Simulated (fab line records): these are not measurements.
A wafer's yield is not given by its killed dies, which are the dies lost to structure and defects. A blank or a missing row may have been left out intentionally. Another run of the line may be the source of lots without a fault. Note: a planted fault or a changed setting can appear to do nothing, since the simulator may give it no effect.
fab line records    flow gf180mcu    part 1 of 2: steps 1 to 32 of 45
[record] lots = 5  wafers = 15  last_day = 34
route steps=602 shown VT_IMPLANT@115 MVSD@136 NWELL@137 LVPWELL@138 MVPSD@139 DUAL_GATE@141 POLY_GATE@157
lots that met no fault: taken from a fault-free run of the same line
start_h: the number of hours between the record's first day and the start of the first shown wafer of the lot    wait_h: how many hours have passed since the lot's step before this one    " the same as in the row above    L1.1+2: several wafers, shown together as one row    - value missing, or start not given    * or withheld: withheld    < > ~ a bound
route shown NAME@n: names a module that has steps shown in the file, with the first one's number in the route    usual: mean/standard deviation of fault-free wafers    same: alike in all rows    chamber/n: place in a boat    sites: per-site readings    _std_site: the standard deviation of these    _edge_site: outer sites' mean less inner sites'    radius_mm: how far each site lies from the wafer's centre    mask NAME#n: copy n    behind: the most recent tool/chamber to have shaped the wafer    hold: why the lot was held/for how many hours/how that ended    device: names the non-switching transistor (n, p or np)    end of line: at the end of the route, the tests of the same wafers    for a step that has no rows: nothing shown but its recipe    killed: at the first sort, the dies lost to defects and structure; wafer yield is something else    map: dies across one wafer; x = killed, . = not, _ = none there
set.NAME: the setting that was run; set.NAME@STEP: the one run at that earlier step    model.NAME: the simulator's own value behind a step, which no gauge read
certain route steps with their lots: each step a table, each wafer a row
services: the hour from which a tool's chamber was out of use, counted from the record's first day as start_h (under 0 if before that day), plus the number of hours and why
[[steps]]
[step GF_VT_IMPLANT_SOFTBAKE_25]
[recipe] temp_c = 90  time_s = 60  resist = NOVOLAK
lot.wafer   tool            chamber  start_h  wait_h
L074.2+3+6  litho_track-01  0        134.37   0.1
L075.4+5+6  litho_track-03  0        138.98   0.1
L090.2+3+5  litho_track-01  0        237.66   0.1
L093.3+4+6  litho_track-03  0        257.15   0.1
L094.1+5+6  litho_track-02  0        265.29   0.1
[step GF_VT_IMPLANT_EXPOSE_26]
[recipe] mask_id = LVPWELL_HV_AREA  target_cd_nm = 860  na = 0.6  source_shape = conventional  sigma_outer = 0.6  dose_mj = 140
[same] sigma_outer = 0.6
lot.wafer   tool              chamber  start_h  wait_h  mask
L074.2+3+6  iline_stepper-02  0        -        -       LVPWELL_HV_AREA#0
L075.4+5+6  iline_stepper-02  0        -        -       LVPWELL_HV_AREA#0
L090.2+3+5  iline_stepper-01  0        -        -       LVPWELL_HV_AREA#0
L093.3+4+6  iline_stepper-02  0        -        -       LVPWELL_HV_AREA#0
L094.1+5+6  iline_stepper-01  0        -        -       LVPWELL_HV_AREA#0
[step GF_VT_IMPLANT_PEB_27]
[recipe] temp_c = withheld  time_s = *  resist = NOVOLAK
lot.wafer   tool            chamber  start_h  wait_h
L074.2+3+6  litho_track-02  0        -        -
L075.4+5+6  litho_track-02  0        -        -
L090.2+3+5  litho_track-02  0        -        -
L093.3+4+6  litho_track-01  0        -        -
L094.1+5+6  litho_track-02  0        -        -
[step GF_VT_IMPLANT_DEVELOP_28]
[recipe] develop_time_s = 60  dev_temp_c = 23
lot.wafer   tool            chamber  start_h  wait_h
L074.2+3+6  litho_track-02  0        142.02   0.1
L075.4+5+6  litho_track-02  0        146.67   0.1
L090.2+3+5  litho_track-02  0        247.52   0.1
L093.3+4+6  litho_track-01  0        266.54   0.1
L094.1+5+6  litho_track-02  0        274.89   0.1
[step GF_VT_IMPLANT_OVL_MEAS_29]
[usual] VT_IMPLANT_02_OVL = 1.1/1.3
lot.wafer  tool        chamber  start_h  wait_h  VT_IMPLANT_02_OVL[nm]
L074.2     overlay-01  -        142.15   0.1     0.2
L074.3     "           -        "        "       1.1
L074.6     "           -        "        "       0.3
L075.4     overlay-02  -        146.76   0.1     1.3
L075.5     "           -        "        "       0.6
L075.6     "           -        "        "       1.5
L090.2     overlay-01  -        247.65   0.1     3.9
L090.3     "           -        "        "       4.1
L090.5     "           -        "        "       3.5
L093.3     overlay-02  -        266.65   0.1     1.3
L093.4     "           -        "        "       1.1
L093.6     "           -        "        "       1.3
L094.1     overlay-01  -        275.04   0.1     -0.6
L094.5     "           -        "        "       -1.2
L094.6     "           -        "        "       -1.3
[step GF_VT_IMPLANT_IMPLANT_30]
[recipe] species = B  energy_kev = 25  dose_cm2 = 2.534e+12  tilt_deg = 7
[usual] beam_energy_keV = 24.999/0.0059
lot.wafer  tool          chamber  start_h  wait_h  beam_energy_keV
L074.2     implanter-02  0        142.20   0.0     25.015
L074.3     "             0        "        "       24.990
L074.6     "             0        "        "       24.998
L075.4     implanter-02  0        146.85   0.1     24.996
L075.5     "             0        "        "       24.989
L075.6     "             0        "        "       24.998
L090.2     implanter-02  0        247.70   0.0     25.007
L090.3     "             0        "        "       25.003
L090.5     "             0        "        "       25.002
L093.3     implanter-04  0        266.72   0.1     24.995
L093.4     "             0        "        "       24.987
L093.6     "             0        "        "       24.998
L094.1     implanter-04  0        275.08   0.0     24.994
L094.5     "             0        "        "       25.012
L094.6     "             0        "        "       24.998
[step GF_VT_IMPLANT_STRIP_31]
[recipe] chemistry = O2/N2  power_w = 1400  pressure_mtorr = 1500  platen_temp_c = 250  o2_flow_sccm = 3000  n2_flow_sccm = 300  overash_fraction = 0.5
[usual] drypump_motor_current_A = 5.7/0.43  heater_power_w = 346/25  oes_product_au = 0.716/0.0045  strip_time_to_endpoint_s = 12.627/0.028
lot.wafer  tool             chamber  start_h  wait_h  drypump_motor_current_A  heater_power_w  oes_product_au  rf_hours_counter_h  strip_time_to_endpoint_s
L074.2     plasma_asher-02  0        142.33   0.1     6.2                      340             0.718           2                   12.712
L074.3     "                0        "        "       6.2                      339             0.714           -                   12.679
L074.6     "                0        "        "       6.2                      348             0.714           -                   12.653
L075.4     plasma_asher-02  1        146.96   0.1     5.2                      316             0.716           -                   12.632
L075.5     "                0        "        "       6.2                      341             0.712           -                   12.595
L075.6     "                1        "        "       5.3                      326             0.721           -                   12.638
L090.2     plasma_asher-02  1        247.83   0.1     5.2                      323             0.718           15                  12.648
L090.3     "                0        "        "       6.2                      345             0.711           -                   12.605
L090.5     "                1        "        "       5.2                      318             0.714           -                   12.646
L093.3     plasma_asher-03  1        266.86   0.1     5.5                      334             0.719           -                   12.654
L093.4     "                0        "        "       6.1                      377             0.711           -                   12.602
L093.6     "                1        "        "       5.5                      346             0.711           -                   12.626
L094.1     plasma_asher-03  0        275.23   0.1     6.1                      381             0.710           67                  12.648
L094.5     "                1        "        "       5.6                      337             0.718           -                   12.585
L094.6     "                0        "        "       6.1                      379             0.710           -                   12.620
[step GF_VT_IMPLANT_TW_MEAS_32]
[usual] VT_IMPLANT_3_TW = 271.5/1.5
lot.wafer  tool           chamber  start_h  wait_h  VT_IMPLANT_3_TW
L074.2     film_metro-04  -        142.44   0.1     272.6
L074.3     "              -        "        "       272.6
L074.6     "              -        "        "       272.3
L075.4     film_metro-01  -        147.06   0.1     270.1
L075.5     "              -        "        "       271.1
L075.6     "              -        "        "       271.8
L090.2     film_metro-02  -        247.94   0.1     269.2
L090.3     "              -        "        "       270.6
L090.5     "              -        "        "       268.9
L093.3     film_metro-01  -        266.94   0.1     268.2
L093.4     "              -        "        "       270.3
L093.6     "              -        "        "       270.7
L094.1     film_metro-04  -        275.33   0.1     269.9
L094.5     "              -        "        "       271.3
L094.6     "              -        "        "       271.0
[step GF_VT_IMPLANT_DEHYDRATE_33]
[recipe] temp_c = 200  time_s = 60
lot.wafer   tool            chamber  start_h  wait_h
L074.2+3+6  litho_track-03  0        149.73   7.3
L075.4+5+6  litho_track-01  0        154.42   7.3
L090.2+3+5  litho_track-03  0        256.08   8.1
L093.3+4+6  litho_track-02  0        276.04   9.1
L094.1+5+6  litho_track-02  0        284.99   9.7
[step GF_VT_IMPLANT_HMDS_34]
[recipe] prime_time_s = 60  prime_temp_c = 120
lot.wafer   tool            chamber  start_h  wait_h
L074.2+3+6  litho_track-03  0        149.88   0.1
L075.4+5+6  litho_track-01  0        154.57   0.1
L090.2+3+5  litho_track-03  0        256.23   0.1
L093.3+4+6  litho_track-02  0        276.19   0.1
L094.1+5+6  litho_track-02  0        285.14   0.1
[step GF_VT_IMPLANT_COAT_35]
[recipe] resist = NOVOLAK  spin_rpm = 3000  resist_thk_nm = 980.1
lot.wafer   tool            chamber  start_h  wait_h
L074.2+3+6  litho_track-03  0        150.03   0.1
L075.4+5+6  litho_track-01  0        154.72   0.1
L090.2+3+5  litho_track-03  0        256.38   0.1
L093.3+4+6  litho_track-02  0        276.34   0.1
L094.1+5+6  litho_track-02  0        285.29   0.1
[step GF_VT_IMPLANT_SOFTBAKE_36]
[recipe] temp_c = 90  time_s = 60  resist = NOVOLAK
lot.wafer   tool            chamber  start_h  wait_h
L074.2+3+6  litho_track-03  0        150.18   0.1
L075.4+5+6  litho_track-01  0        154.87   0.1
L090.2+3+5  litho_track-03  0        256.53   0.1
L093.3+4+6  litho_track-02  0        276.49   0.1
L094.1+5+6  litho_track-02  0        285.44   0.1
[step GF_VT_IMPLANT_EXPOSE_37]
[recipe] mask_id = Nwell_HV_AREA  target_cd_nm = 860  na = 0.6  source_shape = conventional  sigma_outer = 0.6  dose_mj = 140
[same] sigma_outer = 0.6
lot.wafer   tool              chamber  start_h  wait_h  mask
L074.2+3+6  iline_stepper-01  0        -        -       Nwell_HV_AREA#0
L075.4+5+6  iline_stepper-02  0        -        -       Nwell_HV_AREA#0
L090.2+3+5  iline_stepper-02  0        -        -       Nwell_HV_AREA#0
L093.3+4+6  iline_stepper-01  0        -        -       Nwell_HV_AREA#0
L094.1+5+6  iline_stepper-02  0        -        -       Nwell_HV_AREA#0
[step GF_VT_IMPLANT_PEB_38]
[recipe] temp_c = withheld  time_s = *  resist = NOVOLAK
lot.wafer   tool            chamber  start_h  wait_h
L074.2+3+6  litho_track-03  0        -        -
L075.4+5+6  litho_track-03  0        -        -
L090.2+3+5  litho_track-03  0        -        -
L093.3+4+6  litho_track-01  0        -        -
L094.1+5+6  litho_track-02  0        -        -
[step GF_VT_IMPLANT_DEVELOP_39]
[recipe] develop_time_s = 60  dev_temp_c = 23
lot.wafer   tool            chamber  start_h  wait_h
L074.2+3+6  litho_track-03  0        158.23   0.1
L075.4+5+6  litho_track-03  0        163.08   0.1
L090.2+3+5  litho_track-03  0        266.13   0.1
L093.3+4+6  litho_track-01  0        286.54   0.1
L094.1+5+6  litho_track-02  0        295.24   0.1
[step GF_VT_IMPLANT_OVL_MEAS_40]
[usual] VT_IMPLANT_03_OVL = -0.3/1.5
lot.wafer  tool        chamber  start_h  wait_h  VT_IMPLANT_03_OVL[nm]
L074.2     overlay-01  -        158.36   0.1     1.9
L074.3     "           -        "        "       0.9
L074.6     "           -        "        "       0.2
L075.4     overlay-02  -        163.17   0.1     -2.5
L075.5     "           -        "        "       -3.0
L075.6     "           -        "        "       -2.3
L090.2     overlay-02  -        266.26   0.1     -2.2
L090.3     "           -        "        "       -1.1
L090.5     "           -        "        "       -1.8
L093.3     overlay-01  -        286.65   0.1     -0.9
L093.4     "           -        "        "       1.1
L093.6     "           -        "        "       -0.4
L094.1     overlay-01  -        295.39   0.1     -1.9
L094.5     "           -        "        "       0.7
L094.6     "           -        "        "       -0.4
[step GF_VT_IMPLANT_IMPLANT_41]
[recipe] species = As  energy_kev = 70  dose_cm2 = 1.013e+12  tilt_deg = 7
[usual] beam_energy_keV = 69.994/0.022
lot.wafer  tool          chamber  start_h  wait_h  beam_energy_keV
L074.2     implanter-04  0        158.42   0.0     70.018
L074.3     "             0        "        "       69.993
L074.6     "             0        "        "       69.988
L075.4     implanter-02  0        163.27   0.1     69.998
L075.5     "             0        "        "       69.995
L075.6     "             0        "        "       69.972
L090.2     implanter-02  0        266.32   0.0     70.018
L090.3     "             0        "        "       70.011
L090.5     "             0        "        "       70.012
L093.3     implanter-04  0        286.72   0.1     70.011
L093.4     "             0        "        "       70.000
L093.6     "             0        "        "       69.994
L094.1     implanter-04  0        295.43   0.0     69.962
L094.5     "             0        "        "       69.997
L094.6     "             0        "        "       70.000
[step GF_VT_IMPLANT_STRIP_42]
[recipe] chemistry = O2/N2  power_w = 1400  pressure_mtorr = 1500  platen_temp_c = 250  o2_flow_sccm = 3000  n2_flow_sccm = 300  overash_fraction = 0.5
[usual] drypump_motor_current_A = 5.7/0.37  heater_power_w = 354/25  oes_product_au = 0.716/0.0046  strip_time_to_endpoint_s = 12.41/0.032
lot.wafer  tool             chamber  start_h  wait_h  drypump_motor_current_A  heater_power_w  oes_product_au  rf_hours_counter_h  strip_time_to_endpoint_s
L074.2     plasma_asher-01  1        158.54   0.1     5.7                      340             0.707           47                  12.41
L074.3     "                1        "        "       5.7                      333             0.718           -                   12.43
L074.6     "                1        "        "       5.7                      333             0.716           -                   12.42
L075.4     plasma_asher-03  0        163.37   0.1     6.1                      378             0.712           -                   12.37
L075.5     "                0        "        "       6.1                      363             0.714           -                   12.37
L075.6     "                1        "        "       5.5                      344             0.732           -                   12.40
L090.2     plasma_asher-02  1        266.44   0.1     5.2                      322             0.718           17                  12.36
L090.3     "                1        "        "       5.2                      324             0.711           -                   12.35
L090.5     "                0        "        "       6.2                      341             0.719           -                   12.36
L093.3     plasma_asher-02  0        286.86   0.1     6.2                      344             0.718           -                   12.37
L093.4     "                1        "        "       5.2                      316             0.717           -                   12.35
L093.6     "                1        "        "       5.2                      322             0.719           -                   12.39
L094.1     plasma_asher-01  0        295.58   0.1     5.1                      390             0.714           63                  12.46
L094.5     "                0        "        "       5.1                      398             0.713           -                   12.45
L094.6     "                1        "        "       5.7                      336             0.718           -                   12.44
[step GF_VT_IMPLANT_TW_MEAS_43]
[usual] VT_IMPLANT_4_TW = 697.4/2.9
lot.wafer  tool           chamber  start_h  wait_h  VT_IMPLANT_4_TW
L074.2     film_metro-04  -        158.65   0.1     699.8
L074.3     "              -        "        "       700.3
L074.6     "              -        "        "       701.4
L075.4     film_metro-04  -        163.47   0.1     696.2
L075.5     "              -        "        "       698.8
L075.6     "              -        "        "       695.9
L090.2     film_metro-04  -        266.55   0.1     699.4
L090.3     "              -        "        "       694.2
L090.5     "              -        "        "       700.8
L093.3     film_metro-04  -        286.94   0.1     696.2
L093.4     "              -        "        "       695.7
L093.6     "              -        "        "       694.0
L094.1     film_metro-01  -        295.68   0.1     697.2
L094.5     "              -        "        "       698.9
L094.6     "              -        "        "       698.1
[step GF_VT_IMPLANT_CLEAN_44]
[recipe] chemistry = SC1/SC2  mix = 1:4:20  temp_c = 70  time_s = 150  dry = n2_spin
lot.wafer   tool          chamber  start_h  wait_h
L074.2+3+6  wet_bench-04  2        158.70   0.0
L075.4+5+6  wet_bench-04  0        163.50   0.0
L090.2+3+5  wet_bench-01  2        266.60   0.0
L093.3+4+6  wet_bench-04  1        286.98   0.0
L094.1+5+6  wet_bench-01  1        295.74   0.1
[step GF_VT_IMPLANT_RTA_45]
[recipe] temp_c = 1050  time_s = 30  ambient = N2
[usual] anneal_temp_c_max = 1054.3/0.8  lamp_power_pct = 38.9/2.4  wafer_temp_C_max = 1053.0/0.7
lot.wafer  tool           chamber  start_h  wait_h  anneal_temp_c_max  lamp_power_pct  wafer_temp_C_max
L074.2     rtp_anneal-01  0        158.77   0.0     1053.7             35.8            1052.4
L074.3     "              0        "        "       1055.3             35.8            1052.2
L074.6     "              0        "        "       1054.1             35.8            1053.0
L075.4     rtp_anneal-01  0        163.60   0.1     1054.6             35.7            1052.9
L075.5     "              0        "        "       1055.9             35.8            1053.2
L075.6     "              0        "        "       1054.9             35.8            1052.2
L090.2     rtp_anneal-01  0        266.67   0.0     1055.7             35.8            1051.7
L090.3     "              0        "        "       1054.1             35.7            1054.2
L090.5     "              0        "        "       1054.4             35.8            1052.1
L093.3     rtp_anneal-02  0        287.07   0.0     1053.7             40.8            1054.4
L093.4     "              0        "        "       1054.6             40.7            1052.9
L093.6     "              0        "        "       1053.3             40.8            1052.9
L094.1     rtp_anneal-02  0        295.79   0.0     1053.4             40.7            1052.1
L094.5     "              0        "        "       1053.2             40.7            1053.8
L094.6     "              0        "        "       1054.0             40.8            1052.0
[step GF_VT_IMPLANT_RS_MEAS_46]
[recipe] thk_meas_gauge = four-point-probe
[usual] MVSD_RS = 456.4/1
lot.wafer  tool           chamber  start_h  wait_h  MVSD_RS[ohm/sq]
L074.2     film_metro-03  -        158.87   0.1     455.2
L074.3     "              -        "        "       456.4
L074.6     "              -        "        "       455.5
L075.4     film_metro-03  -        163.71   0.1     457.4
L075.5     "              -        "        "       458.5
L075.6     "              -        "        "       459.2
L090.2     film_metro-02  -        266.77   0.1     458.5
L090.3     "              -        "        "       458.3
L090.5     "              -        "        "       458.8
L093.3     film_metro-02  -        287.17   0.1     456.0
L093.4     "              -        "        "       456.6
L093.6     "              -        "        "       455.3
L094.1     film_metro-03  -        295.89   0.1     457.4
L094.5     "              -        "        "       456.6
L094.6     "              -        "        "       457.5
[step GF_VT_IMPLANT_RS_MEAS_47]
[recipe] thk_meas_gauge = four-point-probe
[usual] NWELL_RS = 490.1/1.2
lot.wafer  tool           chamber  start_h  wait_h  NWELL_RS[ohm/sq]
L074.2     film_metro-03  -        158.99   0.1     491.8
L074.3     "              -        "        "       490.4
L074.6     "              -        "        "       490.5
L075.4     film_metro-03  -        163.83   0.1     488.1
L075.5     "              -        "        "       489.0
L075.6     "              -        "        "       488.6
L090.2     film_metro-02  -        266.89   0.1     490.1
L090.3     "              -        "        "       490.4
L090.5     "              -        "        "       490.8
L093.3     film_metro-02  -        287.29   0.1     488.3
L093.4     "              -        "        "       489.7
L093.6     "              -        "        "       489.2
L094.1     film_metro-03  -        296.01   0.1     489.8
L094.5     "              -        "        "       490.7
L094.6     "              -        "        "       489.6
[step GF_VT_IMPLANT_RS_MEAS_48]
[recipe] thk_meas_gauge = four-point-probe
[usual] LVPWELL_RS = 1195.9/2.8
lot.wafer  tool           chamber  start_h  wait_h  LVPWELL_RS[ohm/sq]
L074.2     film_metro-03  -        159.11   0.1     1194.0
L074.3     "              -        "        "       1194.2
L074.6     "              -        "        "       1193.9
L075.4     film_metro-03  -        163.95   0.1     1197.4
L075.5     "              -        "        "       1192.2
L075.6     "              -        "        "       1195.6
L090.2     film_metro-02  -        267.01   0.1     1197.2
L090.3     "              -        "        "       1198.0
L090.5     "              -        "        "       1196.7
L093.3     film_metro-02  -        287.41   0.1     1191.9
L093.4     "              -        "        "       1196.0
L093.6     "              -        "        "       1194.8
L094.1     film_metro-03  -        296.13   0.1     1199.0
L094.5     "              -        "        "       1197.3
L094.6     "              -        "        "       1192.3
[step GF_VT_IMPLANT_RS_MEAS_49]
[recipe] thk_meas_gauge = four-point-probe
[usual] MVPSD_RS = 1168.2/2.8
lot.wafer  tool           chamber  start_h  wait_h  MVPSD_RS[ohm/sq]
L074.2     film_metro-03  -        159.23   0.1     1167.1
L074.3     "              -        "        "       1169.9
L074.6     "              -        "        "       1165.3
L075.4     film_metro-03  -        164.07   0.1     1169.0
L075.5     "              -        "        "       1167.5
L075.6     "              -        "        "       1169.1
L090.2     film_metro-02  -        267.13   0.1     1168.3
L090.3     "              -        "        "       1168.7
L090.5     "              -        "        "       1172.2
L093.3     film_metro-02  -        287.53   0.1     1168.4
L093.4     "              -        "        "       1167.4
L093.6     "              -        "        "       1169.7
L094.1     film_metro-03  -        296.25   0.1     1164.8
L094.5     "              -        "        "       1161.0
L094.6     "              -        "        "       1166.1
[step GF_VT_IMPLANT_WET_ETCH_50]
[recipe] chemistry = dHF  target_depth_nm = 20  target = SiO2  temp_c = 25  dilution = 100:1  time_s = 400
lot.wafer   tool          chamber  start_h  wait_h
L074.2+3+6  wet_bench-01  0        159.33   0.1
L075.4+5+6  wet_bench-02  0        164.13   0.0
L090.2+3+5  wet_bench-01  2        267.23   0.1
L093.3+4+6  wet_bench-04  0        287.61   0.1
L094.1+5+6  wet_bench-01  3        296.37   0.1
[step GF_DUAL_GATE_CLEAN_00]
[recipe] chemistry = SC1/SC2  mix = 1:4:20  temp_c = 70  time_s = 150
lot.wafer   tool          chamber  start_h  wait_h
L074.2+3+6  wet_bench-01  3        159.45   0.0
L075.4+5+6  wet_bench-04  1        164.25   0.0
L090.2+3+5  wet_bench-02  2        267.35   0.0
L093.3+4+6  wet_bench-02  0        287.73   0.0
L094.1+5+6  wet_bench-01  3        296.50   0.0
[step GF_DUAL_GATE_CLEAN_01]
[recipe] chemistry = dHF  time_s = 20  dilution = 100:1  dry = ipa_marangoni
lot.wafer   tool          chamber  start_h  wait_h
L074.2+3+6  wet_bench-02  0        159.50   0.0
L075.4+5+6  wet_bench-01  1        164.30   0.0
L090.2+3+5  wet_bench-04  0        267.40   0.0
L093.3+4+6  wet_bench-01  0        287.79   0.0
L094.1+5+6  wet_bench-04  3        296.56   0.0
[step GF_DUAL_GATE_OXIDATION_02]
[recipe] temp_c = 900  ambient = O2  stabilise_s = 600  purge_s = 300  target_thk_a = 108.87  ox_time_s = 1602
[usual] tube_center_temp_C = 900.01/0.081
[same] purge_s = 300
lot.wafer  tool        chamber  start_h  wait_h  tube_center_temp_C
L074.2     furnace-02  0        159.52   0.0     900.07
L074.3     "           0        "        "       900
L074.6     "           0        "        "       900.04
L075.4     furnace-01  0        164.31   0.0     900
L075.5     "           0        "        "       900.12
L075.6     "           0        "        "       899.93
L090.2     furnace-02  0        268.41   1.0     899.88
L090.3     "           0        "        "       899.99
L090.5     "           0        "        "       900.1
L093.3     furnace-02  0        287.80   0.0     899.93
L093.4     "           0        "        "       900.03
L093.6     "           0        "        "       899.99
L094.1     furnace-01  0        297.37   0.8     900
L094.5     "           0        "        "       899.89
L094.6     "           0        "        "       899.84
[step GF_DUAL_GATE_THK_MEAS_03]
[recipe] reads = SiO2_of_DUAL_GATE_OXIDATION_02
[usual] DUAL_GATE_OXIDATION_00_THK = 10.78/0.22
lot.wafer  tool           chamber  start_h  wait_h  DUAL_GATE_OXIDATION_00_THK[nm]
L074.2     film_metro-03  -        160.97   0.0     10.66
L074.3     "              -        "        "       10.81
L074.6     "              -        "        "       10.66
L075.4     film_metro-01  -        165.79   0.0     10.62
L075.5     "              -        "        "       10.55
L075.6     "              -        "        "       10.67
L090.2     film_metro-03  -        269.86   0.0     10.42
L090.3     "              -        "        "       10.65
L090.5     "              -        "        "       10.52
L093.3     film_metro-03  -        289.27   0.0     10.70
L093.4     "              -        "        "       10.66
L093.6     "              -        "        "       10.59
L094.1     film_metro-03  -        298.81   0.0     10.77
L094.5     "              -        "        "       10.65
L094.6     "              -        "        "       10.55
[step GF_DUAL_GATE_DEHYDRATE_04]
[recipe] temp_c = 200  time_s = 60
lot.wafer   tool            chamber  start_h  wait_h
L074.2+3+6  litho_track-01  0        168.52   7.5
L075.4+5+6  litho_track-01  0        173.47   7.7
L090.2+3+5  litho_track-04  0        278.86   9.0
L093.3+4+6  litho_track-04  0        299.18   9.9
L094.1+5+6  litho_track-04  0        308.33   9.5
[step GF_DUAL_GATE_HMDS_05]
[recipe] prime_time_s = 60  prime_temp_c = 120
lot.wafer   tool            chamber  start_h  wait_h
L074.2+3+6  litho_track-01  0        168.67   0.1
L075.4+5+6  litho_track-01  0        173.62   0.1
L090.2+3+5  litho_track-04  0        279.01   0.1
L093.3+4+6  litho_track-04  0        299.33   0.1
L094.1+5+6  litho_track-04  0        308.48   0.1
